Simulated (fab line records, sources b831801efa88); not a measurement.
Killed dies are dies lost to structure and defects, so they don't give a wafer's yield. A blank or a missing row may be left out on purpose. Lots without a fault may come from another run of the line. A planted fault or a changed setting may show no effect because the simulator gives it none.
A struck lot beside a sound one | flow sky130 | 29 steps out of a route of 708
Sound: wafers L456.2, L456.4, L456.6. Struck: wafers L454.2, L454.5, L454.6. The cause comes at the end.
At each step with rows: each side's tool, then ch and its chambers, then its first start. Under that, the readings that differ: sound wafers | struck wafers | difference of the means | sigmas: that difference in standard deviations of wafers without a fault.
alike: readings whose means differ by less than 2 such deviations, and words and numbers that are the same on both sides. not compared: withheld readings, readings that some wafer has no value for, bounds like >300 that may hide the same value, and numbers for which the record gives no deviation and whose values overlap.
The two part at a step that has a row with sigmas, a row that says differs or no value, or rows on one side only. Numbers that don't overlap but have no deviation are shown without sigmas and don't part them. A reading that every wafer of one side lacks parts them only if that side has two wafers or more.

first, 8 steps without rows for these wafers: SKY_LOCAL_INTERCONNECT_ETCH_13 (etches BARC in N2/H2, stops on SiO2, time 45.9 s, target depth 60 nm); SKY_LOCAL_INTERCONNECT_METAL_ETCH_14 (etches TiN in Cl2/BCl3, stops on PSG, target depth 110 nm, time 31.4 s); SKY_LOCAL_INTERCONNECT_STRIP_15 (strips in O2/N2); SKY_LOCAL_INTERCONNECT_STRIP_16 (strips in post etch residue remover, time 1200 s); SKY_LOCAL_INTERCONNECT_CLEAN_17 (cleans in IPA, time 180 s); SKY_LOCAL_INTERCONNECT_CLEAN_18 (cleans in O3/DIW); SKY_CONTACT_CVD_00 (deposits Si3N4, target thk 75 nm); SKY_CONTACT_HDPCVD_02 (deposits SiO2, target thk 565 nm, time 94.2 s).
SKY_CONTACT_CMP_04: polishes SiO2.
  sound on cmp-01 ch 0,2, day 35 17:40; struck on cmp-02 ch 0,3, day 35 12:16
  reading                                     | sound           | struck            | difference | sigmas
  time_to_endpoint_s (s)                      | 80 85 80        | 108 104 107       | +25        | +6
  model.SiO2_of_CONTACT_HDPCVD_02.thk_nm (nm) | 339.1 340.5 341 | 418.3 415.1 417.5 | +76.8      |
  alike: motor_current_A
then, 9 steps without rows for these wafers: SKY_CONTACT_DEHYDRATE_06 (time 60 s); SKY_CONTACT_HMDS_07 (prime time 60 s); SKY_CONTACT_COAT_08 (resist thk 60 nm); SKY_CONTACT_COAT_09 (resist thk 450 nm); SKY_CONTACT_SOFTBAKE_10 (time 90 s); SKY_CONTACT_EXPOSE_11 (exposes mask CTM1, target cd 170 nm); SKY_CONTACT_PEB_12; SKY_CONTACT_DEVELOP_13 (develop time 60 s); SKY_CONTACT_ETCH_16 (etches BARC in N2/H2, stops on SiO2, time 45.9 s, target depth 60 nm).
SKY_CONTACT_ETCH_17: etches SiO2 in C4F8/O2/Ar, stops on Si3N4, target depth 340 nm.
  sound on rie_diel-01 ch 1,2,3, day 36 19:27; struck on rie_diel-03 ch 0,1,3, day 36 15:12
  reading                             | sound             | struck            | difference | sigmas
  oes_product_au (a.u.)               | 0.887 0.896 0.892 | 0.999 1.001 0.998 | +0.108     | +23
  model.etch.depth_nm (nm)            | 339.1 340.5 341   | 418.3 415.1 416.2 | +76.3      |
  model.CONTACT.feature_depth_nm (nm) | 339.1 340.5 341   | 418.3 415.1 416.2 | +76.3      |
then, 7 steps without rows for these wafers: SKY_CONTACT_ETCH_18 (etches Si3N4 in CHF3/O2, stops on TiN, time 39 s, target depth 75 nm); SKY_CONTACT_STRIP_19 (strips in O2/N2); SKY_CONTACT_STRIP_20 (strips in post etch residue remover, time 1200 s); SKY_CONTACT_CLEAN_21 (cleans in IPA, time 180 s); SKY_CONTACT_CLEAN_22 (cleans in O3/DIW); SKY_CONTACT_SPUTTER_23 (material TiN, target thk 20 nm, time 80 s); SKY_CONTACT_CVD_24 (deposits W, target thk 340 nm, time 102.12 s).
SKY_CONTACT_CMP_27: polishes, stops on SiO2, t overpolish 15 s, target thk 0 nm.
  sound on cmp-01 ch 1,2,3, day 36 20:43; struck on cmp-02 ch 0,3, day 36 16:24
  reading                                     | sound           | struck            | difference | sigmas
  model.SiO2_of_CONTACT_HDPCVD_02.thk_nm (nm) | 336 337.4 337.8 | 415.1 411.9 414.3 | +76.7      |
  alike: motor_current_A
then, 1 step without rows for these wafers: SKY_METAL1_SPUTTER_00 (material Ti, target thk 15 nm, time 10 s).
-- the record jumps here: 13 days lie between the struck wafers' starts before and after (it left off in module METAL1 and takes up again in module PAD_OPEN, whose first step shown is number 708 of the route) --
SKY_PAD_OPEN_PROBE_99:
  sound on prober-01, day 49 17:31; struck on prober-01, day 49 14:07
  reading            | sound    | struck     | difference | sigmas
  killed_at_contacts | 20 14 20 | 32 21 112  | +37        | +7
  killed_dies        | 82 89 83 | 107 91 164 | +36        | +4
  killed_on_rim      | 14 12 19 | 19 15 47   | +12        | +3
  alike: killed_at_M0_to_M3, killed_at_M4_up, killed_at_front_end, killed_at_other, killed_open, killed_short

WHERE THEY PART
First at SKY_CONTACT_CMP_04; last, within this record, at SKY_PAD_OPEN_PROBE_99.

WHY: what the simulator had put in
Process parameter drift: cmp-02, from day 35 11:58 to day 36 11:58, at SKY_CONTACT_CMP_04. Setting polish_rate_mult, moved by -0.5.
